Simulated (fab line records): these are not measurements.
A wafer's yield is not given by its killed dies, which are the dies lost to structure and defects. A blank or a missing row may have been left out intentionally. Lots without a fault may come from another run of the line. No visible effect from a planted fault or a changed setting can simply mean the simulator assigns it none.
What tool caused it? -- flow sky130 -- 24 lots with 72 wafers sampled at 5 steps, on a route of 708 steps

== WHAT THE GAUGES SHOWED, per wafer ==
SKY_CONTACT_BOW_MEAS_05.
lot,measured,on,CONTACT_BOW (um)
L074,day 30 05:29,film_metro-03,87 88 94
L075,day 31 14:53,film_metro-02,71 86 80
L076,day 31 16:01,film_metro-02,83 91 77
L077,day 31 17:20,film_metro-02,79 84 80
L079,day 31 20:33,film_metro-02,76 80 74
L078,day 32 00:21,film_metro-02,87 94 83
L080,day 32 08:33,film_metro-01,78 91 86
L081,day 32 19:56,film_metro-02,86 88 79
L082,day 33 06:49,film_metro-02,71 85 83
L084,day 33 11:41,film_metro-01,73 89 75
L083,day 33 14:44,film_metro-02,80 86 82
L085,day 33 16:47,film_metro-02,74 74 73
L086,day 34 09:49,film_metro-03,90 68 85
L087,day 34 20:29,film_metro-01,79 85 91
L088,day 34 22:36,film_metro-03,87 84 77
L089,day 35 05:47,film_metro-02,83 72 91
L090,day 35 16:28,film_metro-03,81 85 74
L091,day 35 21:35,film_metro-02,77 86 87
L092,day 36 02:20,film_metro-03,81 80 82
L093,day 36 17:11,film_metro-03,79 85 79
L094,day 37 06:37,film_metro-02,81 71 72
L095,day 37 23:16,film_metro-03,100 86 83
L097,day 38 15:02,film_metro-01,76 82 84
L096,day 38 17:19,film_metro-03,72 73 81

SKY_VIA1_THK_MEAS_01.
lot,measured,on,VIA1_HDPCVD_THK (nm)
L074,day 32 14:45,film_metro-01,1033 1045 1035
L075,day 33 23:26,film_metro-02,1039 1024 1026
L076,day 34 00:33,film_metro-04,1051 1046 1056
L077,day 34 01:42,film_metro-04,1030 1023 1024
L079,day 34 04:20,film_metro-02,1045 1039 1040
L078,day 34 08:06,film_metro-04,1026 1026 1031
L080,day 34 16:11,film_metro-02,1032 1041 1038
L081,day 35 04:45,film_metro-04,1022 1029 1018
L082,day 35 15:23,film_metro-01,1044 1027 1050
L084,day 35 18:41,film_metro-04,1021 1032 1021
L083,day 35 22:40,film_metro-01,1012 1016 1033
L085,day 36 00:24,film_metro-02,1038 1043 1040
L086,day 36 16:43,film_metro-04,1028 1038 1034
L087,day 37 03:26,film_metro-02,1034 1032 1040
L088,day 37 05:31,film_metro-01,1033 1036 1032
L089,day 37 13:18,film_metro-02,1051 1059 1058
L090,day 37 23:17,film_metro-04,1023 1024 1020
L091,day 38 03:37,film_metro-02,1039 1031 1041
L092,day 38 08:44,film_metro-01,1041 1041 1042
L093,day 38 23:19,film_metro-02,1031 1034 1035
L094,day 39 12:22,film_metro-04,1039 1046 1028
L095,day 40 04:07,film_metro-04,1042 1034 1032
L097,day 41 05:56,film_metro-04,1034 1035 1038
L096,day 41 06:13,film_metro-01,1041 1031 1036

SKY_VIA1_RS_MEAS_22: measurement is done with a four-point probe.
lot,measured,on,VIA1_W_RS (ohm/sq)
L074,day 33 19:29,film_metro-04,0.424 0.419 0.428
L075,day 35 04:05,film_metro-04,0.419 0.428 0.415
L076,day 35 04:50,film_metro-04,0.424 0.431 0.419
L077,day 35 05:10,film_metro-04,0.413 0.423 0.424
L079,day 35 07:45,film_metro-02,0.424 0.420 0.429
L078,day 35 11:01,film_metro-02,0.426 0.413 0.424
L080,day 35 20:32,film_metro-04,0.423 0.416 0.425
L081,day 36 08:25,film_metro-02,0.428 0.419 0.418
L082,day 36 18:16,film_metro-02,0.416 0.425 0.410
L084,day 36 22:06,film_metro-04,0.425 0.415 0.418
L083,day 37 01:35,film_metro-01,0.427 0.416 0.426
L085,day 37 03:32,film_metro-01,0.431 0.417 0.415
L086,day 37 20:35,film_metro-04,0.418 0.428 0.415
L087,day 38 06:31,film_metro-02,0.411 0.428 0.425
L088,day 38 08:30,film_metro-04,0.420 0.418 0.427
L089,day 38 16:19,film_metro-01,0.429 0.434 0.429
L090,day 39 02:03,film_metro-04,0.427 0.417 0.428
L091,day 39 06:02,film_metro-01,0.416 0.416 0.423
L092,day 39 11:14,film_metro-04,0.427 0.413 0.415
L093,day 40 00:37,film_metro-02,0.414 0.426 0.417
L094,day 40 13:41,film_metro-04,0.424 0.410 0.423
L095,day 41 05:47,film_metro-02,0.430 0.429 0.423
L097,day 42 06:42,film_metro-02,0.414 0.427 0.424
L096,day 42 07:05,film_metro-04,0.426 0.420 0.424

== TOOL THAT RAN EACH LOT (tool first, then ch and the chambers of the sampled wafers, then the start) ==
lot,SKY_METAL1_SPUTTER_04,SKY_METAL1_DESCUM_17
L074,"pvd_sputter-02, day 31 10:57","rie_metal-01 ch 0,1, day 32 13:52"
L075,"pvd_sputter-01, day 32 19:08","rie_metal-02 ch 0,1, day 33 22:32"
L076,"pvd_sputter-04, day 32 20:14","rie_metal-01 ch 0, day 33 23:25"
L077,"pvd_sputter-04, day 32 21:29","rie_metal-03 ch 1, day 34 00:34"
L079,"pvd_sputter-01, day 33 00:38","rie_metal-02 ch 0,1, day 34 03:26"
L078,"pvd_sputter-02, day 33 04:23","rie_metal-02 ch 0,1, day 34 07:12"
L080,"pvd_sputter-01, day 33 12:35","rie_metal-03 ch 0,1, day 34 15:11"
L081,"pvd_sputter-02, day 34 00:42","rie_metal-02 ch 0, day 35 03:20"
L082,"pvd_sputter-01, day 34 11:26","rie_metal-01 ch 0,1, day 35 14:28"
L084,"pvd_sputter-04, day 34 15:30","rie_metal-03 ch 0,1, day 35 17:47"
L083,"pvd_sputter-04, day 34 19:17","rie_metal-01 ch 0,1, day 35 21:46"
L085,"pvd_sputter-01, day 34 21:38","rie_metal-01 ch 0,1, day 35 23:31"
L086,"pvd_sputter-04, day 35 14:08","rie_metal-02 ch 0, day 36 15:49"
L087,"pvd_sputter-01, day 36 00:00","rie_metal-01 ch 0,1, day 37 02:29"
L088,"pvd_sputter-04, day 36 02:11","rie_metal-03 ch 0,1, day 37 04:37"
L089,"pvd_sputter-01, day 36 09:23","rie_metal-02 ch 0,1, day 37 12:22"
L090,"pvd_sputter-02, day 36 20:20","rie_metal-02 ch 0,1, day 37 22:23"
L091,"pvd_sputter-01, day 37 00:40","rie_metal-01 ch 0,1, day 38 02:41"
L092,"pvd_sputter-01, day 37 05:53","rie_metal-03 ch 0,1, day 38 07:50"
L093,"pvd_sputter-01, day 37 21:02","rie_metal-03 ch 0,1, day 38 22:25"
L094,"pvd_sputter-01, day 38 10:05","rie_metal-02 ch 0,1, day 39 11:29"
L095,"pvd_sputter-02, day 39 02:20","rie_metal-02 ch 1, day 40 03:13"
L097,"pvd_sputter-04, day 39 17:14","rie_metal-01 ch 0,1, day 40 18:10"
L096,"pvd_sputter-04, day 39 19:43","rie_metal-03 ch 0,1, day 40 20:23"
- SKY_METAL1_SPUTTER_04: material TiN, target thk 70 nm, time 58.3 s.
- SKY_METAL1_DESCUM_17: chemistry O2, time 8 s.

== AS READ BY THE TOOLS THEMSELVES (means over the sampled wafers that have a number; for cases with no such wafer, the mark the record gives instead) ==
SKY_METAL1_SPUTTER_04.
lot,tool,throttle_valve_pct (%)
L074,pvd_sputter-02,30.1
L075,pvd_sputter-01,31.1
L076,pvd_sputter-04,28.9
L077,pvd_sputter-04,29.6
L079,pvd_sputter-01,30.4
L078,pvd_sputter-02,30.2
L080,pvd_sputter-01,31.3
L081,pvd_sputter-02,30.8
L082,pvd_sputter-01,30.2
L084,pvd_sputter-04,29.0
L083,pvd_sputter-04,29.0
L085,pvd_sputter-01,31.5
L086,pvd_sputter-04,29.1
L087,pvd_sputter-01,29.9
L088,pvd_sputter-04,30.3
L089,pvd_sputter-01,31.0
L090,pvd_sputter-02,30.3
L091,pvd_sputter-01,31.2
L092,pvd_sputter-01,30.7
L093,pvd_sputter-01,30.4
L094,pvd_sputter-01,31.0
L095,pvd_sputter-02,30.0
L097,pvd_sputter-04,29.3
L096,pvd_sputter-04,30.4

SKY_METAL1_DESCUM_17.
lot,tool,drypump_motor_current_A (A),oes_product_au (a.u.)
L074,rie_metal-01,5.7,0.997
L075,rie_metal-02,5.6,0.998
L076,rie_metal-01,5.5,0.991
L077,rie_metal-03,6.4,1.005
L079,rie_metal-02,5.6,0.995
L078,rie_metal-02,5.6,0.995
L080,rie_metal-03,6.2,1.007
L081,rie_metal-02,6.3,0.995
L082,rie_metal-01,5.7,0.999
L084,rie_metal-03,6.1,1.010
L083,rie_metal-01,6.0,0.996
L085,rie_metal-01,5.7,0.997
L086,rie_metal-02,6.3,1.003
L087,rie_metal-01,6.0,0.996
L088,rie_metal-03,6.3,1.001
L089,rie_metal-02,5.6,1.004
L090,rie_metal-02,5.6,1.000
L091,rie_metal-01,5.7,0.990
L092,rie_metal-03,6.1,1.007
L093,rie_metal-03,6.3,1.004
L094,rie_metal-02,5.6,1.001
L095,rie_metal-02,5.3,1.004
L097,rie_metal-01,6.0,1.000
L096,rie_metal-03,6.1,1.013

== THE ANSWER, worked out from the rows above alone ==
Rule: the lots themselves supply what counts as usual. The widest of any qualifying gaps counts: lots, ordered by their means at a reading, are off when they make up no more than a third of the lots, leave a main group of 4 or more, and stand apart from it by 3 or more times the standard deviation of that group's means. If all means in a main group match to the digits the tables above print for the reading, that group is not used. Also off: a lot with no number at a reading for which 4 or more lots have one. All remaining lots with rows at the step are treated as sound. Order of review: gauges by route order, followed by the tools' own readings, for which a lot's mean as printed above is used. At the first step where some lot is off, the reading lying furthest off is the one used; lots without a number count as furthest.
Nothing can be told from this: no lot is off at any reading shown.

== WHAT THE SIMULATOR PUT IN ==
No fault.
